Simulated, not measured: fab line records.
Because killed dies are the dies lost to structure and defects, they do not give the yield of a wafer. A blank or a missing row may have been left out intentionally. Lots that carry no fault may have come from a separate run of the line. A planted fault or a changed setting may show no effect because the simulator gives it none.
Which of the tools did it?    flow sky130    12 lots, 36 wafers sampled, at 5 steps of a route of 708

## WHAT THE GAUGES SHOWED, per wafer
SKY_LDD_P_TW_MEAS_11.
lot   measured      on            LDD_P_TW
L818  day 18 13:05  filmMetro-03  630 629 632
L819  day 19 05:51  filmMetro-02  633 634 634
L820  day 20 15:36  filmMetro-03  635 634 635
L821  day 21 03:11  filmMetro-03  635 632 630
L823  day 21 23:20  filmMetro-04  647 646 645
L822  day 21 23:40  filmMetro-02  635 629 632
L827  day 22 08:26  filmMetro-04  540 539 536
L826  day 22 09:15  filmMetro-04  640 637 637
L828  day 23 00:33  filmMetro-03  533 534 531
L832  day 24 10:47  filmMetro-03  631 629 631
L838  day 26 20:00  filmMetro-02  634 630 631
L840  day 27 00:10  filmMetro-03  637 635 637

SKY_LOCAL_INTERCONNECT_THK_MEAS_02: measures by xrf.
lot   measured      on            LOCAL_INTERCONNECT_TIN_THK (nm)
L818  day 28 18:32  filmMetro-02  101.4 101.8 100.9
L819  day 30 02:04  filmMetro-04  104.1 103.5 104.8
L820  day 30 17:26  filmMetro-02  101.0 102.8 101.3
L821  day 31 02:02  filmMetro-01  102.8 102.2 101.8
L823  day 31 22:03  filmMetro-02  103.6 102.4 103.2
L822  day 31 21:09  filmMetro-04  104.0 103.6 105.5
L827  day 32 02:29  filmMetro-04  103.7 105.1 104.8
L826  day 32 04:55  filmMetro-02  99.9 99.4 99.9
L828  day 32 18:10  filmMetro-01  102.4 101.9 102.6
L832  day 34 02:02  filmMetro-04  103.4 103.0 103.4
L838  day 36 06:32  filmMetro-02  100.6 101.8 101.6
L840  day 36 08:40  filmMetro-01  101.7 100.4 100.9

SKY_CONTACT_OVL_MEAS_15.
lot   measured      on          CONTACT_OVL (nm)
L818  day 31 03:19  overlay-02  0 -6 -1
L819  day 32 09:58  overlay-02  6 0 6
L820  day 33 01:04  overlay-01  0 -2 0
L821  day 33 09:33  overlay-01  6 -2 2
L823  day 34 05:46  overlay-01  -4 5 8
L822  day 34 02:31  overlay-02  -5 -8 -5
L827  day 34 08:58  overlay-02  10 7 9
L826  day 34 11:33  overlay-02  -8 -5 0
L828  day 35 00:58  overlay-01  8 4 7
L832  day 36 08:28  overlay-01  -1 8 7
L838  day 38 11:16  overlay-02  -8 -7 -6
L840  day 38 13:34  overlay-01  -2 4 0

## WHAT TOOL EACH LOT RAN ON (gives the tool, then ch and the chambers of the sampled wafers, and finally the start)
lot   SKY_LDD_P_IMPLANT_09             SKY_LOCAL_INTERCONNECT_METAL_ETCH_14
L818  implanter-02 ch 0, day 18 12:50  rieMetal-04 ch 0,1, day 29 22:57
L819  implanter-04 ch 0, day 19 05:38  rieMetal-02 ch 0,1, day 31 06:11
L820  implanter-04 ch 0, day 20 15:22  rieMetal-02 ch 0,1, day 31 20:52
L821  implanter-04 ch 0, day 21 02:56  rieMetal-02 ch 0,1, day 32 06:06
L823  implanter-02 ch 0, day 21 23:05  rieMetal-02 ch 0,1, day 33 01:22
L822  implanter-01 ch 0, day 21 23:26  rieMetal-04 ch 0,1, day 33 00:01
L827  implanter-04 ch 0, day 22 08:11  rieMetal-01 ch 1, day 33 05:08
L826  implanter-01 ch 0, day 22 09:01  rieMetal-04 ch 1, day 33 07:31
L828  implanter-04 ch 0, day 23 00:18  rieMetal-04 ch 0,1, day 33 20:37
L832  implanter-02 ch 0, day 24 10:34  rieMetal-04 ch 1, day 35 04:39
L838  implanter-04 ch 0, day 26 19:45  rieMetal-01 ch 1, day 37 08:59
L840  implanter-02 ch 0, day 26 23:57  rieMetal-01 ch 0,1, day 37 10:46
- SKY_LDD_P_IMPLANT_09
- SKY_LOCAL_INTERCONNECT_METAL_ETCH_14: etches TiN in Cl2/BCl3, stops on PSG, target depth 110 nm, time 31.4 s.

## AS READ BY THE TOOLS THEMSELVES (means over the sampled wafers that have a number; for cases with no such wafer, the mark the record gives instead)
SKY_LDD_P_IMPLANT_09.
lot   tool          doseIonsCm2  faradayCurrentUA
L818  implanter-02  9.996e+12    57.1
L819  implanter-04  1.001e+13    55.5
L820  implanter-04  1.000e+13    56.3
L821  implanter-04  1.000e+13    57.1
L823  implanter-02  9.985e+12    56.7
L822  implanter-01  9.993e+12    55.5
L827  implanter-04  5.754e+12    32.4
L826  implanter-01  9.989e+12    55.6
L828  implanter-04  5.772e+12    32.9
L832  implanter-02  9.992e+12    56.2
L838  implanter-04  1.000e+13    57.7
L840  implanter-02  9.989e+12    56.5

SKY_LOCAL_INTERCONNECT_METAL_ETCH_14.
lot   tool         drypumpMotorCurrentA (A)  oesProductAu (a.u.)  throttleValvePct (%)
L818  rieMetal-04  5.6                       0.944                21.898
L819  rieMetal-02  5.6                       0.949                21.886
L820  rieMetal-02  5.6                       0.948                21.899
L821  rieMetal-02  5.5                       0.949                21.901
L823  rieMetal-02  5.6                       0.952                21.889
L822  rieMetal-04  5.7                       0.947                21.898
L827  rieMetal-01  6.5                       0.952                21.879
L826  rieMetal-04  5.5                       0.933                21.895
L828  rieMetal-04  5.6                       0.949                21.894
L832  rieMetal-04  5.5                       0.944                21.897
L838  rieMetal-01  6.5                       0.943                21.909
L840  rieMetal-01  6.4                       0.943                21.896

## THE ANSWER, worked out from the rows above alone
Rule: usual is defined by the lots themselves. The widest of any qualifying gaps counts: lots, ordered by their means at a reading, are off when they make up no more than a third of the lots, leave a main group of 4 or more, and stand apart from it by 3 or more times the standard deviation of that group's means. The tables above print the reading to a certain number of digits; a main group whose means all agree to those digits is not used. Also off: a lot with no number at a reading for which 4 or more lots have one. All remaining lots with rows at the step are treated as sound. After the gauges, taken in route order, come the tools' own readings; for these a lot's mean is taken, as printed above. At the first step where some lot is off, the reading lying furthest off is the one used; lots without a number count as furthest.
Off: at SKY_LDD_P_TW_MEAS_11 (LDD_P_TW), L827, L828. The main group has a mean of 635 with a standard deviation of 4.5.
If a tool, at a process step before that reading, ran all the lots that are off and no sound lot after the first of them, it fits. Not tried: the gauges at SKY_LDD_P_TW_MEAS_11; whatever is off there is also off at SKY_LDD_P_IMPLANT_09, on other tools, and gauge error can't account for it. Of those tried, none fits.

## WHAT THE SIMULATOR HAD PUT IN
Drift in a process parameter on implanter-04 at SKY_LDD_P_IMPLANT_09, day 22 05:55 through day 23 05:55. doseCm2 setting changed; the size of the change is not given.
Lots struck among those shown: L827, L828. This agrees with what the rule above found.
